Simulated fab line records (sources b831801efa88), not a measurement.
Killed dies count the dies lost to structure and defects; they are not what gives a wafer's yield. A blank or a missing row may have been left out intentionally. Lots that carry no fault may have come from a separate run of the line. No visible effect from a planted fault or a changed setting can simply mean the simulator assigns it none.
What tool caused it? + flow sky130 + 24 lots with 72 wafers sampled at 6 steps, on a route of 708 steps

== WHAT THE GAUGES READ, wafer by wafer ==
SKY_FIELD_ISO_THK_MEAS_25.
| lot  | measured    | on           | FIELD_ISO_CVD_24_THK (nm) |
|------|-------------|--------------|---------------------------|
| L074 | day 2 08:08 | filmMetro-01 | 591 594 591               |
| L075 | day 2 13:28 | filmMetro-01 | 594 590 597               |
| L076 | day 2 19:22 | filmMetro-02 | 591 591 590               |
| L077 | day 2 23:44 | filmMetro-01 | 595 601 601               |
| L078 | day 3 06:24 | filmMetro-02 | 599 596 597               |
| L079 | day 3 09:16 | filmMetro-01 | 608 606 601               |
| L080 | day 3 14:56 | filmMetro-04 | 599 607 601               |
| L081 | day 3 20:01 | filmMetro-04 | 593 598 609               |
| L082 | day 4 03:05 | filmMetro-01 | 594 594 606               |
| L083 | day 4 05:56 | filmMetro-02 | 596 603 596               |
| L084 | day 4 11:28 | filmMetro-04 | 594 591 599               |
| L085 | day 4 15:33 | filmMetro-01 | 593 591 595               |
| L086 | day 4 21:11 | filmMetro-04 | 603 614 609               |
| L087 | day 5 01:57 | filmMetro-04 | 607 605 604               |
| L088 | day 5 10:26 | filmMetro-02 | 593 587 594               |
| L089 | day 5 12:56 | filmMetro-02 | 599 597 601               |
| L090 | day 5 18:40 | filmMetro-01 | 593 592 588               |
| L091 | day 5 22:45 | filmMetro-01 | 590 593 591               |
| L092 | day 6 07:05 | filmMetro-01 | 598 597 596               |
| L093 | day 6 14:12 | filmMetro-01 | 602 593 609               |
| L094 | day 6 17:58 | filmMetro-01 | 599 599 591               |
| L095 | day 7 02:14 | filmMetro-04 | 588 587 592               |
| L096 | day 7 05:27 | filmMetro-04 | 596 591 595               |
| L097 | day 7 08:19 | filmMetro-02 | 585 597 598               |

SKY_METAL4_OVL_MEAS_14.
| lot  | measured     | on         | METAL4_OVL (nm) |
|------|--------------|------------|-----------------|
| L074 | day 41 19:22 | overlay-01 | -9 6 5          |
| L075 | day 41 21:28 | overlay-01 | 0 -6 1          |
| L076 | day 42 12:22 | overlay-02 | -8 -7 -14       |
| L077 | day 42 14:46 | overlay-01 | 2 -1 -2         |
| L078 | day 42 23:52 | overlay-02 | 12 0 7          |
| L079 | day 43 00:02 | overlay-01 | -3 -8 0         |
| L080 | day 43 14:43 | overlay-02 | -1 7 4          |
| L081 | day 43 21:22 | overlay-01 | -3 -4 -5        |
| L082 | day 44 02:10 | overlay-02 | -9 -15 -3       |
| L083 | day 44 08:31 | overlay-01 | 6 1 1           |
| L084 | day 44 15:04 | overlay-01 | 4 2 -1          |
| L085 | day 44 18:32 | overlay-01 | 7 9 1           |
| L086 | day 45 07:16 | overlay-01 | -2 -4 -2        |
| L087 | day 45 19:37 | overlay-02 | 8 5 2           |
| L088 | day 45 23:55 | overlay-02 | -6 4 -2         |
| L089 | day 45 23:34 | overlay-01 | -4 -6 -4        |
| L090 | day 46 02:49 | overlay-01 | -2 -8 -5        |
| L091 | day 46 13:04 | overlay-02 | -4 -3 -4        |
| L092 | day 46 21:07 | overlay-01 | -3 -3 -6        |
| L093 | day 46 23:13 | overlay-01 | 0 -7 5          |
| L094 | day 47 04:55 | overlay-02 | 0 -1 -2         |
| L095 | day 47 12:02 | overlay-02 | 2 -1 5          |
| L096 | day 47 18:07 | overlay-02 | -7 -4 4         |
| L097 | day 48 01:40 | overlay-01 | -5 -12 -11      |

== TOOL THAT RAN EACH LOT (tool first, then ch and the chambers of the sampled wafers, then the start) ==
| lot  | SKY_CONTACT_ETCH_16               | SKY_VIA1_ETCH_15                  | SKY_VIA1_SPUTTER_20         | SKY_METAL2_METAL_ETCH_19         |
|------|-----------------------------------|-----------------------------------|-----------------------------|----------------------------------|
| L074 | rieDiel-03 ch 0,1, day 31 15:38   | rieDiel-02 ch 0,3, day 34 00:08   | pvdSputter-01, day 34 00:46 | rieMetal-04 ch 0, day 35 04:47   |
| L075 | rieDiel-02 ch 1,2,3, day 31 17:35 | rieDiel-03 ch 0,3, day 34 02:11   | pvdSputter-02, day 34 02:53 | rieMetal-02 ch 0,1, day 35 06:34 |
| L076 | rieDiel-03 ch 0,1,2, day 32 10:59 | rieDiel-03 ch 0,2,3, day 34 18:56 | pvdSputter-01, day 34 19:35 | rieMetal-03 ch 0,1, day 35 22:35 |
| L077 | rieDiel-03 ch 1,2, day 32 14:35   | rieDiel-03 ch 0,2,3, day 34 23:08 | pvdSputter-01, day 34 23:49 | rieMetal-02 ch 0,1, day 36 02:44 |
| L078 | rieDiel-03 ch 2,3, day 33 01:05   | rieDiel-03 ch 1,2, day 35 08:43   | pvdSputter-02, day 35 09:22 | rieMetal-03 ch 0,1, day 36 12:17 |
| L079 | rieDiel-02 ch 0,2,3, day 33 03:29 | rieDiel-03 ch 0,1,3, day 35 11:00 | pvdSputter-02, day 35 11:38 | rieMetal-04 ch 0,1, day 36 14:11 |
| L080 | rieDiel-03 ch 1,2,3, day 33 17:56 | rieDiel-03 ch 0,1,2, day 36 01:47 | pvdSputter-02, day 36 02:28 | rieMetal-02 ch 0,1, day 37 05:38 |
| L081 | rieDiel-02 ch 0,1,3, day 34 01:47 | rieDiel-02 ch 0,1,3, day 36 09:17 | pvdSputter-04, day 36 09:55 | rieMetal-03 ch 0,1, day 37 13:03 |
| L082 | rieDiel-03 ch 0,2, day 34 05:47   | rieDiel-03 ch 2,3, day 36 13:39   | pvdSputter-01, day 36 14:23 | rieMetal-03 ch 1, day 37 17:44   |
| L083 | rieDiel-02 ch 0,1,3, day 34 13:53 | rieDiel-04 ch 1,3, day 36 21:29   | pvdSputter-02, day 36 22:13 | rieMetal-02 ch 0,1, day 38 01:02 |
| L084 | rieDiel-01 ch 2,3, day 34 21:35   | rieDiel-03 ch 0,1,3, day 37 04:36 | pvdSputter-01, day 37 05:20 | rieMetal-04 ch 0,1, day 38 07:53 |
| L085 | rieDiel-03 ch 0,1,3, day 35 03:17 | rieDiel-03 ch 1,2, day 37 09:50   | pvdSputter-02, day 37 10:29 | rieMetal-04 ch 0,1, day 38 13:05 |
| L086 | rieDiel-01 ch 0,1, day 35 15:38   | rieDiel-03 ch 1,2, day 37 23:12   | pvdSputter-01, day 37 23:55 | rieMetal-02 ch 0,1, day 39 02:33 |
| L087 | rieDiel-03 ch 2,3, day 36 05:05   | rieDiel-02 ch 0,2,3, day 38 12:20 | pvdSputter-01, day 38 12:59 | rieMetal-02 ch 0, day 39 15:22   |
| L088 | rieDiel-02 ch 0,1,3, day 36 12:32 | rieDiel-04 ch 0,2,3, day 38 20:00 | pvdSputter-04, day 38 20:39 | rieMetal-03 ch 0,1, day 39 22:42 |
| L089 | rieDiel-01 ch 0,1,2, day 36 11:50 | rieDiel-02 ch 1,3, day 38 19:44   | pvdSputter-01, day 38 20:25 | rieMetal-02 ch 0, day 39 22:08   |
| L090 | rieDiel-03 ch 2,3, day 36 18:41   | rieDiel-02 ch 0,1,3, day 39 01:21 | pvdSputter-01, day 39 02:00 | rieMetal-04 ch 0,1, day 40 03:56 |
| L091 | rieDiel-01 ch 0,2,3, day 37 05:11 | rieDiel-02 ch 0,2, day 39 10:51   | pvdSputter-04, day 39 11:30 | rieMetal-02 ch 0,1, day 40 13:32 |
| L092 | rieDiel-03 ch 1,2,3, day 37 14:59 | rieDiel-04 ch 1,2,3, day 39 20:05 | pvdSputter-02, day 39 20:44 | rieMetal-04 ch 0,1, day 40 22:33 |
| L093 | rieDiel-01 ch 1,2,3, day 37 19:07 | rieDiel-03 ch 1,3, day 40 00:29   | pvdSputter-01, day 40 01:08 | rieMetal-03 ch 0,1, day 41 02:20 |
| L094 | rieDiel-03 ch 0,2,3, day 38 02:38 | rieDiel-04 ch 0,1,3, day 40 07:08 | pvdSputter-01, day 40 07:49 | rieMetal-04 ch 0,1, day 41 09:17 |
| L095 | rieDiel-01 ch 1,2,3, day 38 10:33 | rieDiel-03 ch 2,3, day 40 14:44   | pvdSputter-04, day 40 15:23 | rieMetal-02 ch 0,1, day 41 16:28 |
| L096 | rieDiel-01 ch 0,1,3, day 38 17:33 | rieDiel-02 ch 2,3, day 40 21:50   | pvdSputter-04, day 40 22:29 | rieMetal-04 ch 0,1, day 41 23:47 |
| L097 | rieDiel-02 ch 0,2, day 39 04:27   | rieDiel-02 ch 1,2,3, day 41 08:11 | pvdSputter-04, day 41 08:50 | rieMetal-03 ch 1, day 42 09:23   |
- SKY_CONTACT_ETCH_16: etches BARC in N2/H2, stops on SiO2, time 45.9 s, target depth 60 nm.
- SKY_VIA1_ETCH_15: etches SiO2 in C4F8/O2/Ar, stops on TiN, target depth 351 nm, time 54 s.
- SKY_VIA1_SPUTTER_20: material TiN, target thk 20 nm, time 80 s.
- SKY_METAL2_METAL_ETCH_19: etches the open film in Cl2/BCl3, stops on SiO2, target depth 360 nm, time 78 s.

== WHAT THE TOOLS THEMSELVES READ (means of the sampled wafers that have a number; where no wafer has one, the mark that the record gives instead) ==
SKY_CONTACT_ETCH_16.
| lot  | tool       | drypumpMotorCurrentA (A) | oesProductAu (a.u.) | throttleValvePct (%) |
|------|------------|--------------------------|---------------------|----------------------|
| L074 | rieDiel-03 | 6.0                      | 0.853               | 13.224               |
| L075 | rieDiel-02 | 5.7                      | 0.855               | 13.224               |
| L076 | rieDiel-03 | 5.9                      | 0.860               | 13.227               |
| L077 | rieDiel-03 | 5.8                      | 0.852               | 13.206               |
| L078 | rieDiel-03 | 5.4                      | 0.855               | 13.221               |
| L079 | rieDiel-02 | 5.8                      | 0.850               | 13.221               |
| L080 | rieDiel-03 | 5.4                      | 0.855               | 13.218               |
| L081 | rieDiel-02 | 5.6                      | 0.852               | 13.230               |
| L082 | rieDiel-03 | 6.0                      | 0.855               | 13.218               |
| L083 | rieDiel-02 | 5.6                      | 0.851               | 13.221               |
| L084 | rieDiel-01 | 5.1                      | 0.854               | 13.214               |
| L085 | rieDiel-03 | 5.6                      | 0.859               | 13.232               |
| L086 | rieDiel-01 | 5.9                      | 0.853               | 13.214               |
| L087 | rieDiel-03 | 5.1                      | 0.857               | 13.227               |
| L088 | rieDiel-02 | 5.6                      | 0.854               | 13.220               |
| L089 | rieDiel-01 | 5.4                      | 0.852               | 13.221               |
| L090 | rieDiel-03 | 5.4                      | 0.856               | 13.214               |
| L091 | rieDiel-01 | 5.1                      | 0.855               | 13.227               |
| L092 | rieDiel-03 | 5.4                      | 0.850               | 13.228               |
| L093 | rieDiel-01 | 5.6                      | 0.856               | 13.221               |
| L094 | rieDiel-03 | 5.5                      | 0.853               | 13.225               |
| L095 | rieDiel-01 | 5.6                      | 0.850               | 13.225               |
| L096 | rieDiel-01 | 5.7                      | 0.851               | 13.220               |
| L097 | rieDiel-02 | 5.7                      | 0.856               | 13.213               |

SKY_VIA1_ETCH_15.
| lot  | tool       | oesProductAu (a.u.) |
|------|------------|---------------------|
| L074 | rieDiel-02 | 0.974               |
| L075 | rieDiel-03 | 0.985               |
| L076 | rieDiel-03 | 0.982               |
| L077 | rieDiel-03 | 0.985               |
| L078 | rieDiel-03 | 0.983               |
| L079 | rieDiel-03 | 0.987               |
| L080 | rieDiel-03 | 0.982               |
| L081 | rieDiel-02 | 0.981               |
| L082 | rieDiel-03 | 0.984               |
| L083 | rieDiel-04 | 0.980               |
| L084 | rieDiel-03 | 0.984               |
| L085 | rieDiel-03 | 0.980               |
| L086 | rieDiel-03 | 0.984               |
| L087 | rieDiel-02 | 0.980               |
| L088 | rieDiel-04 | 0.980               |
| L089 | rieDiel-02 | 0.978               |
| L090 | rieDiel-02 | 0.984               |
| L091 | rieDiel-02 | 0.977               |
| L092 | rieDiel-04 | 0.981               |
| L093 | rieDiel-03 | 0.979               |
| L094 | rieDiel-04 | 0.975               |
| L095 | rieDiel-03 | 0.983               |
| L096 | rieDiel-02 | 0.985               |
| L097 | rieDiel-02 | 0.982               |

SKY_VIA1_SPUTTER_20.
| lot  | tool          | throttleValvePct (%) |
|------|---------------|----------------------|
| L074 | pvdSputter-01 | 28.4                 |
| L075 | pvdSputter-02 | 29.8                 |
| L076 | pvdSputter-01 | 29.8                 |
| L077 | pvdSputter-01 | 30.8                 |
| L078 | pvdSputter-02 | 29.4                 |
| L079 | pvdSputter-02 | 30.7                 |
| L080 | pvdSputter-02 | 28.6                 |
| L081 | pvdSputter-04 | 30.0                 |
| L082 | pvdSputter-01 | 30.0                 |
| L083 | pvdSputter-02 | 28.6                 |
| L084 | pvdSputter-01 | 29.6                 |
| L085 | pvdSputter-02 | 28.0                 |
| L086 | pvdSputter-01 | 28.9                 |
| L087 | pvdSputter-01 | 28.9                 |
| L088 | pvdSputter-04 | 30.2                 |
| L089 | pvdSputter-01 | 29.8                 |
| L090 | pvdSputter-01 | 31.1                 |
| L091 | pvdSputter-04 | 29.4                 |
| L092 | pvdSputter-02 | 28.2                 |
| L093 | pvdSputter-01 | 30.2                 |
| L094 | pvdSputter-01 | 30.4                 |
| L095 | pvdSputter-04 | 31.0                 |
| L096 | pvdSputter-04 | 30.4                 |
| L097 | pvdSputter-04 | 30.0                 |

SKY_METAL2_METAL_ETCH_19.
| lot  | tool        | drypumpMotorCurrentA (A) | oesProductAu (a.u.) | throttleValvePct (%) |
|------|-------------|--------------------------|---------------------|----------------------|
| L074 | rieMetal-04 | 6.0                      | 0.858               | 22.271               |
| L075 | rieMetal-02 | 5.4                      | 0.858               | 22.262               |
| L076 | rieMetal-03 | 5.8                      | 0.849               | 22.266               |
| L077 | rieMetal-02 | 5.6                      | 0.850               | 22.266               |
| L078 | rieMetal-03 | 5.8                      | 0.859               | 22.259               |
| L079 | rieMetal-04 | 5.4                      | 0.852               | 22.266               |
| L080 | rieMetal-02 | 5.6                      | 0.856               | 22.259               |
| L081 | rieMetal-03 | 5.8                      | 0.851               | 22.264               |
| L082 | rieMetal-03 | 5.8                      | 0.853               | 22.258               |
| L083 | rieMetal-02 | 5.4                      | 0.847               | 22.272               |
| L084 | rieMetal-04 | 5.5                      | 0.846               | 22.256               |
| L085 | rieMetal-04 | 5.7                      | 0.848               | 22.268               |
| L086 | rieMetal-02 | 5.4                      | 0.853               | 22.260               |
| L087 | rieMetal-02 | 5.2                      | 0.857               | 22.267               |
| L088 | rieMetal-03 | 5.8                      | 0.863               | 22.264               |
| L089 | rieMetal-02 | 5.2                      | 0.856               | 22.257               |
| L090 | rieMetal-04 | 5.5                      | 0.849               | 22.264               |
| L091 | rieMetal-02 | 5.6                      | 0.859               | 22.269               |
| L092 | rieMetal-04 | 5.4                      | 0.851               | 22.252               |
| L093 | rieMetal-03 | 5.8                      | 0.856               | 22.261               |
| L094 | rieMetal-04 | 5.4                      | 0.849               | 22.270               |
| L095 | rieMetal-02 | 5.6                      | 0.856               | 22.262               |
| L096 | rieMetal-04 | 5.7                      | 0.855               | 22.263               |
| L097 | rieMetal-03 | 5.8                      | 0.846               | 22.268               |

== THE ANSWER, worked out from the rows above alone ==
Rule: the lots themselves supply what counts as usual. The widest of any qualifying gaps counts: lots, ordered by their means at a reading, are off when they make up no more than a third of the lots, leave a main group of 4 or more, and stand apart from it by 3 or more times the standard deviation of that group's means. Not used: any main group whose means are identical at the precision the tables above print for the reading. A lot without any number at a reading at which 4 lots or more have one is off too. The other lots that the step has rows for count as sound. Order of review: gauges by route order, followed by the tools' own readings, for which a lot's mean as printed above is used. At the first step where some lot is off, the reading lying furthest off is the one used; lots without a number count as furthest.
No lot is off at any reading shown: from this, nothing can be told.

== WHAT THE SIMULATOR PUT IN ==
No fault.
